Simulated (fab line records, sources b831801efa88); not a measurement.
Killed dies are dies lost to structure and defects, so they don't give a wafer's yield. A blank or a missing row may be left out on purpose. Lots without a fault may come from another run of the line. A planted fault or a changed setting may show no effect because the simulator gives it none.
A struck lot beside a sound one | flow gf180mcu | 30 steps out of a route of 602
Sound: wafers L885.4, L885.5, L885.6. Struck: wafer L879.1. (L879.3, L879.5 of the same lot were not struck and are left out.) The cause comes at the end.
At each step with rows: each side's tool, then ch and its chambers, then its first start. Under that, the readings that differ: sound wafers | struck wafers | difference of the means | sigmas: that difference in standard deviations of wafers without a fault.
alike: readings whose means differ by less than 2 such deviations, and words and numbers that are the same on both sides. not compared: withheld readings, readings that some wafer has no value for, bounds like >300 that may hide the same value, and numbers for which the record gives no deviation and whose values overlap.
The two part at a step that has a row with sigmas, a row that says differs or no value, or rows on one side only. Numbers that don't overlap but have no deviation are shown without sigmas and don't part them. A reading that every wafer of one side lacks parts them only if that side has two wafers or more.

first, 3 steps without rows for these wafers: GF_PSD_EXPOSE_04 (exposes mask Pplus, target cd 400 nm); GF_PSD_PEB_05; GF_PSD_DEVELOP_06 (develop time 61.15 s).
GF_PSD_CD_MEAS_07: target cd 400 nm.
  sound on cd_sem-01, day 19 20:56; struck on cd_sem-02, day 17 14:13
  alike: cd_nm
GF_PSD_OVL_MEAS_08:
  sound on overlay-01, day 19 21:00; struck on overlay-01, day 17 14:20
  alike: PSD_OVL
then, 1 step without rows for these wafers: GF_PSD_IMPLANT_09.
GF_PSD_STRIP_10: strips in O2/N2.
  sound on plasma_asher-04 ch 0,1, day 19 21:13; struck on plasma_asher-04 ch 0, day 17 14:31
  reading                | sound | struck | difference                   | sigmas
  rf_hours_counter_h (h) | - - - | 74     | no value on the sound wafers |
  alike: drypump_motor_current_A, heater_power_w, oes_product_au, strip_time_to_endpoint_s
GF_PSD_TW_MEAS_11:
  sound on film_metro-03, day 19 21:18; struck on film_metro-03, day 17 14:37
  alike: PSD_TW
then, 1 step without rows for these wafers: GF_PSD_CLEAN_12 (cleans in SC1/SC2, time 150 s).
GF_PSD_RTA_13: time 20 s.
  sound on rtp_anneal-02 ch 0, day 19 21:25; struck on rtp_anneal-02 ch 0, day 17 14:44
  alike: lamp_power_pct, wafer_temp_C_max
GF_PSD_RS_MEAS_14: measures by four-point-probe.
  sound on film_metro-02, day 19 21:32; struck on film_metro-04, day 17 14:49
  alike: NSD_RS
GF_PSD_RS_MEAS_15: measures by four-point-probe.
  sound on film_metro-02, day 19 21:39; struck on film_metro-04, day 17 14:56
  alike: PSD_RS
GF_SAB_CVD_00: deposits SiO2 from TEOS, target thk 50 nm, time 4.9302 s.
  sound on pecvd-03 ch 0,1,2, day 19 21:43; struck on pecvd-04 ch 2, day 17 15:04
  reading                              | sound             | struck | difference | sigmas
  model.SiO2_of_SAB_CVD_00.thk_nm (nm) | 49.68 51.88 51.13 | 44.79  | -6.11      |
  alike: heater_power_w
GF_SAB_THK_MEAS_01:
  sound on film_metro-03, day 19 21:45; struck on film_metro-02, day 17 15:05
  reading             | sound          | struck | difference | sigmas
  SAB_CVD_00_THK (nm) | 49.6 51.9 51.1 | 44.8   | -6.1       | -7
then, 7 steps without rows for these wafers: GF_SAB_DEHYDRATE_02 (time 60 s); GF_SAB_HMDS_03 (prime time 60 s); GF_SAB_COAT_04 (resist thk 1000 nm); GF_SAB_SOFTBAKE_05 (time 60 s); GF_SAB_EXPOSE_06 (exposes mask SAB, target cd 420 nm); GF_SAB_PEB_07; GF_SAB_DEVELOP_08 (develop time 60 s).
GF_SAB_CD_MEAS_09: target cd 420 nm.
  sound on cd_sem-01, day 20 21:53; struck on cd_sem-02, day 18 14:58
  alike: cd_nm
GF_SAB_OVL_MEAS_10:
  sound on overlay-01, day 20 21:58; struck on overlay-02, day 18 15:05
  alike: SAB_OVL
GF_SAB_ETCH_11: etches SiO2 in C4F8/O2/Ar, target depth 55 nm, time 8.5 s.
  sound on rie_diel-02 ch 0,1,3, day 20 21:59; struck on rie_diel-02 ch 0, day 18 15:08
  reading                | sound | struck | difference                   | sigmas
  rf_hours_counter_h (h) | - - - | 75     | no value on the sound wafers |
  alike: oes_product_au
then, 1 step without rows for these wafers: GF_SAB_WET_ETCH_12 (etches SiO2 in dHF, target depth 22 nm, time 440 s).
GF_SAB_STRIP_13: strips in O2/N2.
  sound on plasma_asher-02 ch 0,1, day 20 22:10; struck on plasma_asher-02 ch 1, day 18 15:17
  reading                | sound | struck | difference                   | sigmas
  rf_hours_counter_h (h) | - - - | 30     | no value on the sound wafers |
  alike: drypump_motor_current_A, heater_power_w, oes_product_au, strip_time_to_endpoint_s
then, 1 step without rows for these wafers: GF_SALICIDE_CLEAN_00 (cleans in SC1/SC2, time 150 s).
GF_SALICIDE_WET_ETCH_01: etches SiO2 in dHF, target depth 5 nm, time 100 s.
  sound on wet_bench-04 ch 3, day 20 22:17; struck on wet_bench-02 ch 1, day 18 15:26
  reading                              | sound            | struck | difference | sigmas
  model.SiO2_of_SAB_CVD_00.thk_nm (nm) | 39.03 41.2 40.47 | 34.11  | -6.12      |
GF_SALICIDE_SPUTTER_02: material Co, target thk 10 nm, time 20 s.
  sound on pvd_sputter-01, day 20 22:19; struck on pvd_sputter-04, day 18 15:28
  alike: throttle_valve_pct
then, 1 step without rows for these wafers: GF_PASSIVATION_PROBE_99.

WHERE THEY PART
First at GF_PSD_STRIP_10; last, within this record, at GF_SAB_STRIP_13. Later steps at which nothing parts them and some readings are alike: GF_SALICIDE_SPUTTER_02.

WHY: what the simulator had put in
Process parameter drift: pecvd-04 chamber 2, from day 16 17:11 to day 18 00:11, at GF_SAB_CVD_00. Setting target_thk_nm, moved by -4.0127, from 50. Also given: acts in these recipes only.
